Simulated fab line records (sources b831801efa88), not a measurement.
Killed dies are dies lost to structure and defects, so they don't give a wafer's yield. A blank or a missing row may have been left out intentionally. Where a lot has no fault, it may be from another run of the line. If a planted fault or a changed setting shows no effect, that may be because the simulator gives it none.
Which tool is to blame? + flow sky130 + 13 lots with 39 wafers sampled at 5 steps, on a route of 708 steps

WHAT EACH GAUGE READ, for each wafer
SKY_FIELD_ISO_CD_MEAS_13 targets a cd of 150 nm. Usual: cd-nm 150.3 nm, standard deviation 1.5.
| lot  | measured    | on        | cd-nm (nm)        | flag |
|------|-------------|-----------|-------------------|------|
| L846 | day 2 09:18 | cd-sem-01 | 152.6 152.3 150.1 |      |
| L847 | day 2 15:29 | cd-sem-01 | 150.7 150.7 150.9 |      |
| L849 | day 3 03:33 | cd-sem-02 | 153.2 153.1 152.8 |      |
| L850 | day 3 06:54 | cd-sem-02 | 149.4 150.3 148.3 |      |
| L851 | day 3 11:34 | cd-sem-02 | 149.9 150.4 151.2 |      |
| L852 | day 3 18:40 | cd-sem-01 | 150.9 151.3 151.9 |      |
| L861 | day 5 17:46 | cd-sem-01 | 150.0 150.8 149.7 |      |
| L862 | day 5 20:44 | cd-sem-02 | 150.3 150.1 149.5 |      |
| L863 | day 6 03:38 | cd-sem-02 | 148.2 147.6 148.9 |      |
| L864 | day 6 10:11 | cd-sem-02 | 147.5 148.4 147.7 |      |
| L865 | day 6 13:26 | cd-sem-01 | 150.2 149.0 150.9 |      |
| L867 | day 7 01:14 | cd-sem-02 | 152.1 152.7 152.0 |      |
| L868 | day 7 05:03 | cd-sem-02 | 148.2 149.5 149.1 |      |

SKY_NWELL_TW_MEAS_15. Usual: for NWELL_TW the level is 1812 and the standard deviation is 19.
| lot  | measured     | on            | NWELL_TW       | flag |
|------|--------------|---------------|----------------|------|
| L846 | day 4 17:31  | film-metro-02 | 1794 1804 1806 |      |
| L847 | day 5 03:00  | film-metro-02 | 1797 1802 1803 |      |
| L849 | day 6 02:49  | film-metro-02 | 1811 1824 1809 |      |
| L850 | day 6 03:57  | film-metro-04 | 1846 1834 1831 |      |
| L851 | day 6 13:52  | film-metro-02 | 1810 1816 1818 |      |
| L852 | day 6 13:04  | film-metro-04 | 1840 1832 1838 |      |
| L861 | day 8 18:25  | film-metro-02 | 1796 1784 1783 |      |
| L862 | day 8 19:32  | film-metro-02 | 1797 1785 1799 |      |
| L863 | day 8 23:43  | film-metro-01 | 1784 1790 1783 |      |
| L864 | day 9 07:20  | film-metro-02 | 1790 1801 1798 |      |
| L865 | day 9 12:00  | film-metro-04 | 1831 1835 1839 |      |
| L867 | day 9 23:32  | film-metro-01 | 1802 1796 1789 |      |
| L868 | day 10 05:32 | film-metro-01 | 1800 1798 1793 |      |

SKY_POLY_GATE_CD_MEAS_13 targets a cd of 150 nm. Usual: cd-nm 149.6 nm, standard deviation 1.4.
| lot  | measured     | on        | cd-nm (nm)        | flag |
|------|--------------|-----------|-------------------|------|
| L846 | day 16 11:01 | cd-sem-01 | 150.8 150.6 149.9 |      |
| L847 | day 17 04:17 | cd-sem-01 | 152.1 152.5 152.0 |      |
| L849 | day 18 16:31 | cd-sem-02 | 151.6 151.9 150.7 |      |
| L850 | day 19 05:32 | cd-sem-01 | 149.7 150.3 150.6 |      |
| L851 | day 19 12:14 | cd-sem-02 | 115.5 104.8 122.2 | OFF  |
| L852 | day 19 09:11 | cd-sem-01 | 117.7 115.4 142.3 | OFF  |
| L861 | day 22 20:09 | cd-sem-02 | 149.6 148.1 149.2 |      |
| L862 | day 22 22:04 | cd-sem-01 | 152.2 151.4 152.3 |      |
| L863 | day 23 00:49 | cd-sem-01 | 148.6 150.4 147.6 |      |
| L864 | day 23 15:38 | cd-sem-02 | 147.4 148.1 148.8 |      |
| L865 | day 24 00:47 | cd-sem-01 | 150.9 150.5 150.5 |      |
| L867 | day 24 10:01 | cd-sem-02 | 149.8 148.9 149.3 |      |
| L868 | day 24 16:27 | cd-sem-02 | 149.9 150.6 149.9 |      |

SKY_LOCAL_INTERCONNECT_THK_MEAS_02: measures by xrf. Usual: for LOCAL_INTERCONNECT_TIN_THK the level is 100.7 nm and the standard deviation is 1.5.
| lot  | measured     | on            | LOCAL_INTERCONNECT_TIN_THK (nm) | flag |
|------|--------------|---------------|---------------------------------|------|
| L846 | day 29 12:28 | film-metro-01 | 101.5 102.0 101.8               |      |
| L847 | day 30 01:43 | film-metro-03 | 103.3 102.4 103.0               |      |
| L849 | day 31 10:11 | film-metro-03 | 99.7 100.2 99.3                 |      |
| L850 | day 31 21:07 | film-metro-01 | 101.9 101.5 101.8               |      |
| L851 | day 32 06:24 | film-metro-04 | 99.8                            |      |
| L852 | day 32 05:14 | film-metro-01 | 101.9                           |      |
| L861 | day 34 23:40 | film-metro-01 | 99.4 98.7 99.4                  |      |
| L862 | day 35 00:50 | film-metro-03 | 99.5 99.2 99.4                  |      |
| L863 | day 35 04:16 | film-metro-01 | 101.5 100.8 100.9               |      |
| L864 | day 35 16:57 | film-metro-04 | 99.1 99.7 99.0                  |      |
| L865 | day 35 23:44 | film-metro-03 | 102.0 102.2 101.6               |      |
| L867 | day 36 13:35 | film-metro-01 | 101.0 101.1 99.9                |      |
| L868 | day 36 14:48 | film-metro-04 | 99.6 100.2 99.5                 |      |

WHAT TOOL EACH LOT RAN ON (gives the tool, then ch and the chambers of the sampled wafers, and finally the start)
| lot  | SKY_POLY_GATE_EXPOSE_10           |
|------|-----------------------------------|
| L846 | krf-scanner-01 ch 0, day 15 21:26 |
| L847 | krf-scanner-02 ch 0, day 16 14:41 |
| L849 | krf-scanner-01 ch 0, day 18 01:28 |
| L850 | krf-scanner-01 ch 0, day 18 14:30 |
| L851 | krf-scanner-01 ch 0, day 18 21:32 |
| L852 | krf-scanner-01 ch 0, day 18 17:55 |
| L861 | krf-scanner-02 ch 0, day 22 04:56 |
| L862 | krf-scanner-01 ch 0, day 22 07:26 |
| L863 | krf-scanner-01 ch 0, day 22 10:35 |
| L864 | krf-scanner-02 ch 0, day 23 01:13 |
| L865 | krf-scanner-02 ch 0, day 23 09:20 |
| L867 | krf-scanner-01 ch 0, day 23 19:34 |
| L868 | krf-scanner-01 ch 0, day 24 01:39 |
- SKY_POLY_GATE_EXPOSE_10: exposes mask P1M, target cd 150 nm.

AS READ BY THE TOOLS THEMSELVES (means over the sampled wafers that have a number; for cases with no such wafer, the mark the record gives instead)
The record holds no such reading with a usual standard deviation.

THE ANSWER, worked out from the rows above alone
Rule: a lot is off if the mean of its wafers that have a number lies more than 3 standard deviations from the usual mean. Also off: a lot with no number at a reading for which 4 or more lots have one. Any other lot the step has rows for is counted as sound. The gauges are gone through in route order, then the tools' own readings, and for those a lot's mean is taken as printed above. At the first step where some lot is off, the reading lying furthest off is the one used; lots without a number count as furthest.
Off: L851, L852, at SKY_POLY_GATE_CD_MEAS_13 (cd-nm).
If a tool, at a process step before that reading, ran all the lots that are off and no sound lot after the first of them, it fits. The gauges at SKY_POLY_GATE_CD_MEAS_13 are tried like those tools. None of those tried fits.

WHAT THE SIMULATOR PUT IN
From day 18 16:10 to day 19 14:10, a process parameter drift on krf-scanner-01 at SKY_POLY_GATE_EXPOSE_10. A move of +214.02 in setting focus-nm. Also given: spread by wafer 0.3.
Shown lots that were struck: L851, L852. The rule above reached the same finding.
